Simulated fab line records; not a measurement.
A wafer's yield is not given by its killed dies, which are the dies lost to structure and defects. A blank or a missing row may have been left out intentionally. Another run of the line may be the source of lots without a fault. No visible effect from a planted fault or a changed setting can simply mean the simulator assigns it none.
The tool behind it: which one? ; flow gf180mcu ; 33 wafers from 11 lots sampled at 5 of the route's 602 steps

== WHAT THE GAUGES SHOWED, per wafer ==
GF_CONTACT_THK_MEAS_03. Usual: CONTACT_CVD_02_THK gives 861 nm (standard deviation 10).
lot;measured;on;CONTACT_CVD_02_THK (nm);flag
L933;day 15 20:07;filmMetro-02;854 854 842;
L934;day 16 02:59;filmMetro-02;842 849 866;
L939;day 18 00:43;filmMetro-01;861 857 870;
L941;day 18 16:40;filmMetro-01;854 853 863;
L948;day 21 03:44;filmMetro-04;852 863 860;
L949;day 21 10:40;filmMetro-01;852 852 854;
L950;day 21 20:11;filmMetro-02;859 858 877;
L951;day 22 04:08;filmMetro-02;840 838 863;
L953;day 23 02:04;filmMetro-04;869 880 879;
L954;day 23 04:54;filmMetro-02;863 877 874;
L956;day 23 17:31;filmMetro-01;853 853 862;

GF_M1_RS_MEAS_05: the measuring method here is four-point-probe. Usual: M1_ALCU_RS gives 0.0693 ohm/sq (standard deviation 0.00057).
lot;measured;on;M1_ALCU_RS (ohm/sq);flag
L933;day 16 20:59;filmMetro-04;0.0695 0.0698 0.0704;
L934;day 17 04:06;filmMetro-03;0.0689 0.0686 0.0687;
L939;day 19 02:51;filmMetro-03;0.0690 0.0694 0.0694;
L941;day 19 19:44;filmMetro-04;0.0696 0.0692 0.0652;
L948;day 22 05:16;filmMetro-03;0.0683 0.0689 0.0695;
L949;day 22 11:55;filmMetro-03;0.0688 0.0693 0.0693;
L950;day 22 21:29;filmMetro-03;0.0694 0.0698 0.0690;
L951;day 23 05:47;filmMetro-03;0.0688 0.0686 0.0689;
L953;day 24 03:12;filmMetro-03;0.0688 0.0693 0.0692;
L954;day 24 05:43;filmMetro-03;0.0699 0.0699 0.0693;
L956;day 24 17:49;filmMetro-04;0.0682 0.0691 0.0688;

GF_M1_THK_MEAS_06: measures by xrf. Usual: M1_ALCU_THK gives 446 nm (standard deviation 3.7).
lot;measured;on;M1_ALCU_THK (nm);flag
L933;day 16 21:07;filmMetro-04;442 440 436;
L934;day 17 04:13;filmMetro-03;453 451 451;
L939;day 19 02:58;filmMetro-03;449 447 447;
L941;day 19 19:50;filmMetro-04;442 447 464;
L948;day 22 05:23;filmMetro-03;450 446 443;
L949;day 22 12:02;filmMetro-03;451 447 445;
L950;day 22 21:37;filmMetro-03;442 442 448;
L951;day 23 05:54;filmMetro-03;449 450 449;
L953;day 24 03:19;filmMetro-03;449 448 448;
L954;day 24 05:49;filmMetro-03;442 444 447;
L956;day 24 17:55;filmMetro-04;451 443 446;

== WHAT TOOL EACH LOT RAN ON (gives the tool, then ch and the chambers of the sampled wafers, and finally the start) ==
lot;GF_CONTACT_CMP_04;GF_M1_SPUTTER_02
L933;cmp-01 ch 0,1,3, day 15 20:11;pvdSputter-04, day 16 20:54
L934;cmp-01 ch 1,2,3, day 16 03:05;pvdSputter-04, day 17 04:01
L939;cmp-02 ch 0,2,3, day 18 00:47;pvdSputter-03, day 19 02:46
L941;cmp-01 ch 0,3, day 18 16:42;pvdSputter-02, day 19 19:36
L948;cmp-02 ch 1,2,3, day 21 03:53;pvdSputter-04, day 22 05:10
L949;cmp-01 ch 0,1,3, day 21 10:46;pvdSputter-02, day 22 11:49
L950;cmp-02 ch 0,2,3, day 21 20:15;pvdSputter-02, day 22 21:24
L951;cmp-01 ch 1,2,3, day 22 04:11;pvdSputter-02, day 23 05:41
L953;cmp-01 ch 1,2,3, day 23 02:07;pvdSputter-02, day 24 03:07
L954;cmp-02 ch 0,1,3, day 23 04:57;pvdSputter-03, day 24 05:36
L956;cmp-01 ch 0,1, day 23 17:37;pvdSputter-02, day 24 17:42
- GF_CONTACT_CMP_04: polishes SiO2.
- GF_M1_SPUTTER_02: material AlCu, target thk 450 nm, time 23.9 s.

== AS READ BY THE TOOLS THEMSELVES (means over the sampled wafers that have a number; for cases with no such wafer, the mark the record gives instead) ==
GF_CONTACT_CMP_04. Usual: motorCurrentA 12.4 A, standard deviation 0.86; slurryFlowMlMin 150.0, standard deviation 0.46; timeToEndpointS 110 s, standard deviation 4.8.
lot;tool;motorCurrentA (A);slurryFlowMlMin;timeToEndpointS (s);flag
L933;cmp-01;12.7;149.9;109;
L934;cmp-01;12.7;150.0;107;
L939;cmp-02;12.6;150.0;110;
L941;cmp-01;13.3;150.0;108;
L948;cmp-02;12.7;149.8;108;
L949;cmp-01;13.1;149.8;107;
L950;cmp-02;12.3;149.6;111;
L951;cmp-01;12.5;149.5;106;
L953;cmp-01;12.4;149.7;118;
L954;cmp-02;11.5;150.5;115;
L956;cmp-01;12.8;150.0;113;

GF_M1_SPUTTER_02. Usual: chamberPressurePa 0.4000 Pa, standard deviation 0.00084; throttleValvePct 29.9 %, standard deviation 1.2.
lot;tool;chamberPressurePa (Pa);throttleValvePct (%);flag
L933;pvdSputter-04;0.4000;30.1;
L934;pvdSputter-04;0.4003;30.0;
L939;pvdSputter-03;0.4000;29.2;
L941;pvdSputter-02;0.3689;32.0;OFF
L948;pvdSputter-04;0.3997;30.4;
L949;pvdSputter-02;0.3998;28.9;
L950;pvdSputter-02;0.3991;29.8;
L951;pvdSputter-02;0.4004;30.7;
L953;pvdSputter-02;0.4003;28.7;
L954;pvdSputter-03;0.4002;29.3;
L956;pvdSputter-02;0.3995;29.9;

== THE ANSWER, worked out from the rows above alone ==
Rule: a lot is off if the mean of its wafers that have a number lies more than 3 standard deviations from the usual mean. A lot without any number at a reading at which 4 lots or more have one is off too. All remaining lots with rows at the step are treated as sound. First the gauges in route order, then the tools' own readings, where a lot's mean is used as printed above. The first step at which some lot is off is used, and at that step the reading that is off furthest; a lot without a number counts as furthest.
Off: L941 (GF_M1_SPUTTER_02, chamberPressurePa).
If a tool, at that step or one of the process steps before it, ran each lot that is off and ran no sound lot following the first of them, it fits. No candidate that was tried fits.

== WHAT THE SIMULATOR HAD INSERTED ==
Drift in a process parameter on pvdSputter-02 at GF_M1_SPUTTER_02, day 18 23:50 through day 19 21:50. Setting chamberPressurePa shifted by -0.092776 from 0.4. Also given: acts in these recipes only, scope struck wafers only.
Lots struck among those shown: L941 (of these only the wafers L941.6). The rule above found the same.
